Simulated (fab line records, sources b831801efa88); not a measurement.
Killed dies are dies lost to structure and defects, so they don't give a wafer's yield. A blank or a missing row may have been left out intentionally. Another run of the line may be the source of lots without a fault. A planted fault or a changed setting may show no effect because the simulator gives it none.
A lot that was struck, set against a sound lot | flow gf180mcu | 19 out of 602 route steps
Sound: wafers L254.2, L254.3, L254.5. Struck: wafers L266.3, L266.4 (left out: L266.6, a lot-mate that was not struck); the cause follows at the end.
Each step with rows lists, per side, the tool, then ch with its chambers, then its first start. Under that, the readings that differ: sound wafers | struck wafers | difference of the means | sigmas: that difference in standard deviations of wafers without a fault.
alike: words and numbers the same on both sides, and readings whose means are apart by under 2 such deviations; not compared: readings that were withheld, readings missing a value for some wafer, numbers with overlapping values and no deviation given by the record, and bounds like >300 which may hide the same value.
Wherever a step has rows on one side only, a row that says differs or no value, or a row with sigmas, the two part there. When numbers do not overlap yet have no deviation, they are printed without sigmas and do not part them. Lack of a reading on every wafer of one side parts them only where that side has two or more wafers.

first, 2 steps without rows for these wafers: GF_VT_IMPLANT_PEB_27; GF_VT_IMPLANT_DEVELOP_28 (develop time 60 s).
GF_VT_IMPLANT_OVL_MEAS_29:
  struck on overlay-01, day 12 02:47; sound on overlay-01, day 8 20:31
  alike: VT_IMPLANT_02_OVL
next, for these wafers, 1 step has no rows: GF_VT_IMPLANT_IMPLANT_30.
GF_VT_IMPLANT_STRIP_31: strips in O2/N2.
  sound on plasmaAsher-03 ch 0,1, day 8 20:41; struck on plasmaAsher-03 ch 0,1, day 12 02:59
  alike: drypumpMotorCurrentA, heaterPowerW, n2FlowSccm, oesProductAu, platenTempC, stripTimeToEndpointS
  not compared: rfHoursCounterH
GF_VT_IMPLANT_TW_MEAS_32:
  struck on filmMetro-01, day 12 03:04; sound on filmMetro-01, day 8 20:48
  alike: VT_IMPLANT_3_TW
then, 6 steps without rows for these wafers: GF_VT_IMPLANT_DEHYDRATE_33 (time 60 s); GF_VT_IMPLANT_HMDS_34 (prime time 60 s); GF_VT_IMPLANT_COAT_35 (resist thk 1000 nm); GF_VT_IMPLANT_SOFTBAKE_36 (time 60 s); GF_VT_IMPLANT_EXPOSE_37 (exposes mask Nwell HV AREA, target cd 860 nm); GF_VT_IMPLANT_PEB_38.
GF_VT_IMPLANT_DEVELOP_39: develop time 60 s.
  sound on lithoTrack-03 ch 0, day 9 13:23; struck on lithoTrack-03 ch 0, day 12 22:28
  alike: developerTempC
GF_VT_IMPLANT_OVL_MEAS_40:
  struck on overlay-01, day 12 22:34; sound on overlay-01, day 9 13:31
reading                | sound        | struck | difference                    | sigmas
VT_IMPLANT_03_OVL (nm) | 1.6 1.3 -0.3 | - -    | no value on the struck wafers | 
next, for these wafers, 1 step has no rows: GF_VT_IMPLANT_IMPLANT_41.
GF_VT_IMPLANT_STRIP_42: strips in O2/N2.
  sound on plasmaAsher-03 ch 0,1, day 9 13:41; struck on plasmaAsher-03 ch 0,1, day 12 22:47
  alike: drypumpMotorCurrentA, heaterPowerW, n2FlowSccm, oesProductAu, platenTempC, stripTimeToEndpointS
  not compared: rfHoursCounterH
GF_VT_IMPLANT_TW_MEAS_43:
  struck on filmMetro-03, day 12 22:52; sound on filmMetro-04, day 9 13:48
reading         | sound       | struck | difference | sigmas
VT_IMPLANT_4_TW | 692 694 692 | 30 30  | -663       | -99 or more
then, 1 step without rows for these wafers: GF_VT_IMPLANT_CLEAN_44 (cleans in SC1/SC2, time 150 s).
-- here the record skips 21 days between the struck wafers' starts before and after, leaving off in module VT_IMPLANT and picking up in module PASSIVATION (first step shown: number 602 of the route) --
GF_PASSIVATION_PROBE_99:
  the record has rows for the struck wafers here (prober-01, day 34 08:09) and none for the sound ones

WHERE THEY PART
Last at GF_PASSIVATION_PROBE_99 as far as this record goes, first at GF_VT_IMPLANT_OVL_MEAS_40.

WHY: what the simulator had put in
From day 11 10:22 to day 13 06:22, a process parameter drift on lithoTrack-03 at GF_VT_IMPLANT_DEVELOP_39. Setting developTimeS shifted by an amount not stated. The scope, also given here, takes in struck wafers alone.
